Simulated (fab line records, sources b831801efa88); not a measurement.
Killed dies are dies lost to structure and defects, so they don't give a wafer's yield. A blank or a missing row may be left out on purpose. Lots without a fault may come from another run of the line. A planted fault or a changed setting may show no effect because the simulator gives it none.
A struck lot beside a sound one | flow sky130 | 15 steps out of a route of 708
Sound: wafers L849.2, L849.4, L849.5. Struck: wafer L856.3. (L856.1, L856.4 of the same lot were not struck and are left out.) The cause comes at the end.
At each step with rows: each side's tool, then ch and its chambers, then its first start. Under that, the readings that differ: sound wafers | struck wafers | difference of the means | sigmas: that difference in standard deviations of wafers without a fault.
alike: readings whose means differ by less than 2 such deviations, and words and numbers that are the same on both sides. not compared: withheld readings, readings that some wafer has no value for, bounds like >300 that may hide the same value, and numbers for which the record gives no deviation and whose values overlap.
The two part at a step that has a row with sigmas, a row that says differs or no value, or rows on one side only. Numbers that don't overlap but have no deviation are shown without sigmas and don't part them. A reading that every wafer of one side lacks parts them only if that side has two wafers or more.

first, 7 steps without rows for these wafers: SKY_METAL4_HMDS_06 (prime time 60 s); SKY_METAL4_COAT_07 (resist thk 60 nm); SKY_METAL4_COAT_08 (resist thk 1140 nm); SKY_METAL4_SOFTBAKE_09 (time 90 s); SKY_METAL4_EXPOSE_10 (exposes mask MM4, target cd 300 nm); SKY_METAL4_PEB_11; SKY_METAL4_DEVELOP_12 (develop time 60 s).
SKY_METAL4_CD_MEAS_13: target cd 300 nm.
  sound on cd_sem-01, day 44 13:24; struck on cd_sem-01, day 46 01:34
  alike: cd_nm
SKY_METAL4_OVL_MEAS_14:
  sound on overlay-02, day 44 13:31; struck on overlay-01, day 46 01:41
  alike: METAL4_OVL
SKY_METAL4_DESCUM_15: chemistry O2, time 8 s.
  sound on rie_metal-04 ch 0,1, day 44 13:32; struck on rie_metal-04 ch 1, day 46 01:43
  alike: drypump_motor_current_A, oes_product_au
  not compared: rf_hours_counter_h
SKY_METAL4_ETCH_16: etches BARC in N2/H2, stops on SiO2, time 88.2 s, target depth 60 nm.
  sound on rie_metal-04 ch 0,1, day 44 13:34; struck on rie_metal-04 ch 1, day 46 01:44
  reading               | sound             | struck | difference | sigmas
  oes_product_au (a.u.) | 0.618 0.623 0.635 | 0.616  | -0.009     | -2
  alike: drypump_motor_current_A, run_length_s, throttle_valve_pct
  not compared: rf_hours_counter_h
SKY_METAL4_ETCH_17: etches SiO2 in C4F8/O2/Ar, stops on TiN, time 3.9 s, target depth 15 nm.
  sound on rie_diel-04 ch 1,3, day 44 13:40; struck on rie_diel-04 ch 0, day 46 01:50
  alike: oes_product_au
SKY_METAL4_METAL_ETCH_18: etches the open film in Cl2/BCl3, stops on SiO2, target depth 845 nm, time 183.1 s.
  sound on rie_metal-03 ch 0,1, day 44 13:41; struck on rie_metal-03 ch 1, day 46 01:52
  reading                                       | sound             | struck | difference | sigmas
  oes_product_au (a.u.)                         | 0.863 0.866 0.864 | 0.837  | -0.027     | -4
  run_length_s (s)                              | 211.1 211.4 211.6 | 226.8  | +15.4      | +22
  model.KrF-thick_of_METAL4_COAT_08.thk_nm (nm) | 526.4 523.9 527.2 | 467.7  | -58.1      |
  alike: drypump_motor_current_A, throttle_valve_pct
  not compared: rf_hours_counter_h
SKY_METAL4_STRIP_19: strips in O2/N2.
  sound on plasma_asher-04 ch 0,1, day 44 13:52; struck on plasma_asher-04 ch 1, day 46 02:02
  reading                      | sound             | struck | difference | sigmas
  oes_product_au (a.u.)        | 0.506 0.501 0.502 | 0.475  | -0.028     | -5
  strip_time_to_endpoint_s (s) | 6.53 6.49 6.54    | 5.93   | -0.59      | -8
  alike: drypump_motor_current_A
  not compared: rf_hours_counter_h
then, 1 step without rows for these wafers: SKY_METAL4_STRIP_20 (strips in post etch residue remover, time 1200 s).

WHERE THEY PART
First at SKY_METAL4_ETCH_16; last, within this record, at SKY_METAL4_STRIP_19.

WHY: what the simulator had put in
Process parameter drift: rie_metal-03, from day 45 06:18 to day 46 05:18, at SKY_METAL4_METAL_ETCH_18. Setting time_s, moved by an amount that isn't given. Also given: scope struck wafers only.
